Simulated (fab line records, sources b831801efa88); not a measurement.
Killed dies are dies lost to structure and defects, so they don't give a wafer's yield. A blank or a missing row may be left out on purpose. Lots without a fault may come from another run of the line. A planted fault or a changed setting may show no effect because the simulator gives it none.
Split-lot experiment | flow gf180mcu | 5 lots, 23 wafers read, on a route of 602 steps

THE SPLIT
At GF_NSD_COAT_02 (resist thk 1000 nm), the setting resist_thk_nm was moved away from the recipe's 1000 nm on 8 of the 23 wafers read, by -4.9% to +3.0%. The other wafers ran this setting at the recipe's value.

The reading is taken at the split's own step.

THE READING
NOVOLAK_of_NSD_COAT_02.thk_nm (the simulator's own value, which no gauge read), in nm, at GF_NSD_COAT_02 (resist thk 1000 nm). The file gives no usual value for it. The 15 wafers here that ran the recipe average 997.9 nm, standard deviation 2.5 nm.

wafer  | tool, chamber at the split | resist_thk_nm as run, nm | against the recipe | NOVOLAK_of_NSD_COAT_02.thk_nm, nm | against lot-mates on the recipe
L075.1 | litho_track-03, 0          | 1000                     | recipe             | 999.4                             | -
L075.4 | litho_track-03, 0          | 1000                     | recipe             | 1000                              | -
L075.6 | litho_track-03, 0          | 1000                     | recipe             | 998.9                             | -
L077.1 | litho_track-03, 0          | 950.9                    | -4.9%              | 949.7                             | -50.0
L077.2 | litho_track-03, 0          | 1000                     | recipe             | 999.2                             | -
L077.3 | litho_track-03, 0          | 950.9                    | -4.9%              | 950                               | -49.7
L077.5 | litho_track-03, 0          | 1000                     | recipe             | 999                               | -
L077.6 | litho_track-03, 0          | 1000                     | recipe             | 1001                              | -
L078.1 | litho_track-02, 0          | 1000                     | recipe             | 998.3                             | -
L078.2 | litho_track-02, 0          | 972.1                    | -2.8%              | 966.1                             | -28.6
L078.3 | litho_track-02, 0          | 1000                     | recipe             | 991.3                             | -
L078.4 | litho_track-02, 0          | 1000                     | recipe             | 994.6                             | -
L078.6 | litho_track-02, 0          | 972.1                    | -2.8%              | 965.9                             | -28.8
L079.1 | litho_track-03, 0          | 1000                     | recipe             | 997.6                             | -
L079.2 | litho_track-03, 0          | 975                      | -2.5%              | 972.5                             | -26.7
L079.3 | litho_track-03, 0          | 1000                     | recipe             | 1000                              | -
L079.5 | litho_track-03, 0          | 1000                     | recipe             | 1000                              | -
L079.4 | litho_track-03, 0          | 975                      | -2.5%              | 971.4                             | -27.8
L083.2 | litho_track-03, 0          | 1030                     | +3.0%              | 1024                              | +27.5
L083.3 | litho_track-03, 0          | 1030                     | +3.0%              | 1032                              | +35.5
L083.4 | litho_track-03, 0          | 1000                     | recipe             | 997                               | -
L083.5 | litho_track-03, 0          | 1000                     | recipe             | 996.6                             | -
L083.6 | litho_track-03, 0          | 1000                     | recipe             | 995.9                             | -

THE FIT
A straight line over all 23 wafers: NOVOLAK_of_NSD_COAT_02.thk_nm changes by +10.1 nm for each +1% of resist_thk_nm; r = +0.99; the points scatter about the line by 2.7 nm.
The same after taking each lot's own level away (the mean of its wafers on the recipe; 23 wafers): +10.3 nm for each +1%; r = +1.00; scatter 1.8 nm.
On that fit, the largest move of resist_thk_nm shifts the reading by 51 nm.
The lots' own levels span 994.73 to 999.73 nm, that is 2.0 times the standard deviation above.
So the lot-to-lot level changes the slope little: the two slopes agree.
Check: with one of the wafers moved furthest among these (-4.9%) left out of the fit, the line predicts -51.1 nm for it against its lot-mates. It came out at -50 nm against them.

OTHER SPLITS ON THESE WAFERS
These wafers also went through other splits before the reading. Each is held against what the fit with the lots' levels taken away leaves over:
other split on the same wafers  | wafers away from the commonest value | r with NOVOLAK_of_NSD_COAT_02.thk_nm (lot level and that fit taken away)
GF_HV_LDD_IMPLANT_09 dose_cm2   | 6                                    | -0.02
GF_HV_LDD_IMPLANT_21 energy_kev | 9                                    | -0.12
GF_HV_LDD_DEVELOP_45 dev_temp_c | 5                                    | +0.22
GF_HV_LDD_IMPLANT_48 dose_cm2   | 9                                    | -0.02

THE WHOLE CHAIN: every reading that the file lists as answering this split, in the file's order
step            | what it does       | reading                                                                        | change (the file's fit)                                                              | r (the file's)
GF_NSD_COAT_02  | resist thk 1000 nm | NOVOLAK_of_NSD_COAT_02.thk_nm (the simulator's own value, which no gauge read) | +10.3 nm for each +1% of the setting                                                 | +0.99
GF_NSD_STRIP_11 | strips in O2/N2    | strip_time_to_endpoint_s                                                       | withheld for each +1% of the setting, in a fit together with dose_cm2@NSD_IMPLANT_09 | 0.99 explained

THE FILE'S OWN FIT
NOVOLAK_of_NSD_COAT_02.thk_nm changes by +10.3 nm for each +1% of resist_thk_nm, r = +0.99.
